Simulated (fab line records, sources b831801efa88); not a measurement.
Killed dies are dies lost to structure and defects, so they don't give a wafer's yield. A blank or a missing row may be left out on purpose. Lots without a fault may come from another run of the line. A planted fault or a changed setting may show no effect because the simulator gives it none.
Which tool did it? | flow sfq_line | 14 lots, 42 wafers sampled, at 6 steps of a route of 325

WHAT THE GAUGES READ, wafer by wafer
SFQ_M2_RS_MEAS_914: measures by four-point-probe.
lot  | measured     | on            | M2_NB_RS (ohm/sq)
L781 | day 26 13:38 | film_metro-01 | 0.900 0.902 0.909
L782 | day 26 18:34 | film_metro-01 | 0.886 0.876 0.865
L788 | day 34 14:58 | film_metro-04 | 0.880 0.889 2.936
L789 | day 34 18:37 | film_metro-03 | 0.904 0.883 3.116
L790 | day 35 01:50 | film_metro-01 | 0.875 0.888 0.897
L791 | day 35 12:34 | film_metro-04 | 0.875 0.880 0.890
L792 | day 36 01:58 | film_metro-03 | 0.894 0.896 0.897
L794 | day 36 16:21 | film_metro-03 | 0.872 0.874 0.871
L795 | day 36 19:58 | film_metro-04 | 0.908 0.899 0.908
L796 | day 37 22:29 | film_metro-04 | 0.907 0.907 0.907
L797 | day 38 10:23 | film_metro-03 | 0.894 0.898 0.895
L799 | day 39 03:22 | film_metro-04 | 0.874 0.878 0.879
L800 | day 39 17:45 | film_metro-01 | 0.908 0.908 0.899
L801 | day 40 02:35 | film_metro-04 | 0.888 0.892 0.892

SFQ_M8_OVL_MEAS_948.
lot  | measured     | on         | M8_OVL (nm)
L781 | day 84 16:13 | overlay-02 | 1 -3 -9
L782 | day 84 21:00 | overlay-02 | -7 -1 -3
L788 | day 85 07:20 | overlay-02 | 9 2 2
L789 | day 85 08:33 | overlay-02 | -12 -13 -10
L790 | day 85 09:45 | overlay-02 | 5 0 0
L791 | day 85 10:56 | overlay-02 | -12 -8 -12
L792 | day 85 18:09 | overlay-02 | 7 3 1
L794 | day 86 01:49 | overlay-01 | 3 -2 2
L795 | day 86 08:36 | overlay-01 | 2 3 -3
L796 | day 86 23:11 | overlay-02 | 4 16 7
L797 | day 87 04:10 | overlay-01 | -9 -8 -4
L799 | day 88 04:46 | overlay-01 | -5 -7 -4
L800 | day 88 05:58 | overlay-01 | -8 -5 -4
L801 | day 89 01:46 | overlay-01 | 1 4 1

WHICH TOOL RAN EACH LOT (tool, then ch and the chambers of the sampled wafers, then the start)
lot  | SFQ_TRILAYER_M2_DEP_SPUTTER_055 | SFQ_TRILAYER_M2_ETCH_METAL_ETCH_060 | SFQ_TRILAYER_M5_ETCH_METAL_ETCH_126 | SFQ_TRILAYER_M7_BARC_OPEN_METAL_ETCH_229
L781 | pvd_sputter-04, day 26 13:29    | rie_metal-04 ch 0,1, day 32 14:01   | rie_metal-04 ch 0,1, day 60 01:09   | rie_metal-02 ch 0,1, day 77 03:13
L782 | pvd_sputter-06, day 26 18:28    | rie_metal-04 ch 0,1, day 32 18:47   | rie_metal-03 ch 0,1, day 60 02:32   | rie_metal-02 ch 0,1, day 77 05:35
L788 | pvd_sputter-06, day 34 14:52    | rie_metal-02 ch 0,1, day 34 18:47   | rie_metal-04 ch 0,1, day 65 21:37   | rie_metal-02 ch 0,1, day 77 21:07
L789 | pvd_sputter-06, day 34 18:28    | rie_metal-02 ch 0,1, day 34 22:16   | rie_metal-02 ch 0,1, day 66 01:17   | rie_metal-01 ch 0,1, day 78 03:16
L790 | pvd_sputter-04, day 35 01:40    | rie_metal-04 ch 0,1, day 35 04:20   | rie_metal-04 ch 0,1, day 66 06:05   | rie_metal-02 ch 0,1, day 78 07:35
L791 | pvd_sputter-04, day 35 12:28    | rie_metal-04 ch 0,1, day 35 15:05   | rie_metal-03 ch 0, day 66 07:16     | rie_metal-01 ch 0,1, day 82 01:20
L792 | pvd_sputter-03, day 36 01:50    | rie_metal-02 ch 0,1, day 36 04:37   | rie_metal-02 ch 0,1, day 66 10:29   | rie_metal-02 ch 0,1, day 84 23:28
L794 | pvd_sputter-03, day 36 16:14    | rie_metal-02 ch 0,1, day 36 18:51   | rie_metal-04 ch 0,1, day 67 03:44   | rie_metal-01 ch 0,1, day 85 09:02
L795 | pvd_sputter-04, day 36 19:52    | rie_metal-01 ch 0, day 36 22:33     | rie_metal-02 ch 0,1, day 67 06:08   | rie_metal-01 ch 0,1, day 85 15:02
L796 | pvd_sputter-04, day 37 22:23    | rie_metal-04 ch 0,1, day 44 05:20   | rie_metal-03 ch 0,1, day 69 02:32   | rie_metal-01 ch 0,1, day 86 11:26
L797 | pvd_sputter-04, day 38 10:16    | rie_metal-02 ch 0,1, day 44 17:22   | rie_metal-03 ch 0,1, day 69 21:48   | rie_metal-03 ch 0,1, day 86 16:16
L799 | pvd_sputter-06, day 39 03:16    | rie_metal-04 ch 0, day 45 11:20     | rie_metal-03 ch 0,1, day 70 21:44   | rie_metal-03 ch 0,1, day 87 09:02
L800 | pvd_sputter-03, day 39 17:40    | rie_metal-01 ch 0,1, day 45 19:44   | rie_metal-04 ch 0, day 70 23:07     | rie_metal-03 ch 0,1, day 87 11:33
L801 | pvd_sputter-04, day 40 02:30    | rie_metal-02 ch 0,1, day 46 07:50   | rie_metal-03 ch 0,1, day 75 05:25   | rie_metal-01 ch 0,1, day 88 12:45
- SFQ_TRILAYER_M2_DEP_SPUTTER_055: material Nb, target thk 200 nm, time 133.3 s.
- SFQ_TRILAYER_M2_ETCH_METAL_ETCH_060: etches Nb in Cl2/Ar, stops on SiO2, target depth 240 nm, time 120 s.
- SFQ_TRILAYER_M5_ETCH_METAL_ETCH_126: etches Nb in Cl2/BCl3, stops on SiO2, time 203.2 s, target depth 265 nm.
- SFQ_TRILAYER_M7_BARC_OPEN_METAL_ETCH_229: etches BARC in O2, target depth 125 nm, time 41.7 s.

WHAT THE TOOLS THEMSELVES READ (means of the sampled wafers that have a number; where no wafer has one, the mark that the record gives instead)
SFQ_TRILAYER_M2_DEP_SPUTTER_055.
lot  | tool           | throttle_valve_pct (%)
L781 | pvd_sputter-04 | 28.2
L782 | pvd_sputter-06 | 30.5
L788 | pvd_sputter-06 | 30.9
L789 | pvd_sputter-06 | 30.7
L790 | pvd_sputter-04 | 29.9
L791 | pvd_sputter-04 | 29.3
L792 | pvd_sputter-03 | 30.1
L794 | pvd_sputter-03 | 29.7
L795 | pvd_sputter-04 | 29.4
L796 | pvd_sputter-04 | 30.1
L797 | pvd_sputter-04 | 29.8
L799 | pvd_sputter-06 | 30.6
L800 | pvd_sputter-03 | 29.9
L801 | pvd_sputter-04 | 28.1

SFQ_TRILAYER_M2_ETCH_METAL_ETCH_060.
lot  | tool         | drypump_motor_current_A (A) | oes_product_au (a.u.)
L781 | rie_metal-04 | 5.88                        | 0.885
L782 | rie_metal-04 | 5.88                        | 0.900
L788 | rie_metal-02 | 5.49                        | 0.775
L789 | rie_metal-02 | 5.51                        | 0.768
L790 | rie_metal-04 | 5.87                        | 0.903
L791 | rie_metal-04 | 5.84                        | 0.898
L792 | rie_metal-02 | 5.49                        | 0.893
L794 | rie_metal-02 | 5.51                        | 0.909
L795 | rie_metal-01 | 5.58                        | 0.887
L796 | rie_metal-04 | 5.84                        | 0.886
L797 | rie_metal-02 | 5.58                        | 0.885
L799 | rie_metal-04 | 5.78                        | 0.905
L800 | rie_metal-01 | 5.60                        | 0.888
L801 | rie_metal-02 | 5.61                        | 0.893

SFQ_TRILAYER_M5_ETCH_METAL_ETCH_126.
lot  | tool         | drypump_motor_current_A (A) | oes_product_au (a.u.)
L781 | rie_metal-04 | 5.8                         | 0.732
L782 | rie_metal-03 | 6.1                         | 0.730
L788 | rie_metal-04 | 5.9                         | 0.729
L789 | rie_metal-02 | 5.5                         | 0.732
L790 | rie_metal-04 | 5.9                         | 0.730
L791 | rie_metal-03 | 6.4                         | 0.731
L792 | rie_metal-02 | 5.5                         | 0.734
L794 | rie_metal-04 | 5.9                         | 0.729
L795 | rie_metal-02 | 5.5                         | 0.732
L796 | rie_metal-03 | 6.3                         | 0.737
L797 | rie_metal-03 | 6.1                         | 0.733
L799 | rie_metal-03 | 6.3                         | 0.727
L800 | rie_metal-04 | 5.8                         | 0.728
L801 | rie_metal-03 | 6.2                         | 0.736

SFQ_TRILAYER_M7_BARC_OPEN_METAL_ETCH_229.
lot  | tool         | drypump_motor_current_A (A) | oes_product_au (a.u.)
L781 | rie_metal-02 | 5.6                         | 0.692
L782 | rie_metal-02 | 5.5                         | 0.682
L788 | rie_metal-02 | 5.5                         | 0.685
L789 | rie_metal-01 | 5.6                         | 0.688
L790 | rie_metal-02 | 5.6                         | 0.681
L791 | rie_metal-01 | 5.6                         | 0.683
L792 | rie_metal-02 | 5.5                         | 0.681
L794 | rie_metal-01 | 5.6                         | 0.678
L795 | rie_metal-01 | 5.6                         | 0.678
L796 | rie_metal-01 | 5.6                         | 0.687
L797 | rie_metal-03 | 6.3                         | 0.687
L799 | rie_metal-03 | 6.1                         | 0.684
L800 | rie_metal-03 | 6.2                         | 0.685
L801 | rie_metal-01 | 5.6                         | 0.685

THE ANSWER, worked out from the rows above alone
Rule: what is usual is taken from the lots themselves. Put in order of their means at a reading, lots are off if they are a third of the lots or fewer, leave a main group of 4 or more, and stand apart from it by a gap of 3 or more times the standard deviation of the main group's means; of several such gaps the widest counts. A main group whose means are all the same, to the digits that the tables above print for the reading, isn't used. A lot without any number at a reading at which 4 lots or more have one is off too. The other lots that the step has rows for count as sound. The gauges are gone through in route order, then the tools' own readings, and for those a lot's mean is taken as printed above. The first step at which some lot is off is used, and at that step the reading that is off furthest; a lot without a number counts as furthest.
Off: L788, L789, at SFQ_M2_RS_MEAS_914 (M2_NB_RS). The main group: mean 0.891 ohm/sq, standard deviation 0.012.
A tool fits if, at a process step before that reading, it ran every lot that is off, and no sound lot after the first of them. The gauges at SFQ_M2_RS_MEAS_914 aren't tried: what is off there is off at SFQ_TRILAYER_M2_ETCH_METAL_ETCH_060 too, on other tools, and a gauge's error can't cause that. None of those tried fits.

WHAT THE SIMULATOR HAD PUT IN
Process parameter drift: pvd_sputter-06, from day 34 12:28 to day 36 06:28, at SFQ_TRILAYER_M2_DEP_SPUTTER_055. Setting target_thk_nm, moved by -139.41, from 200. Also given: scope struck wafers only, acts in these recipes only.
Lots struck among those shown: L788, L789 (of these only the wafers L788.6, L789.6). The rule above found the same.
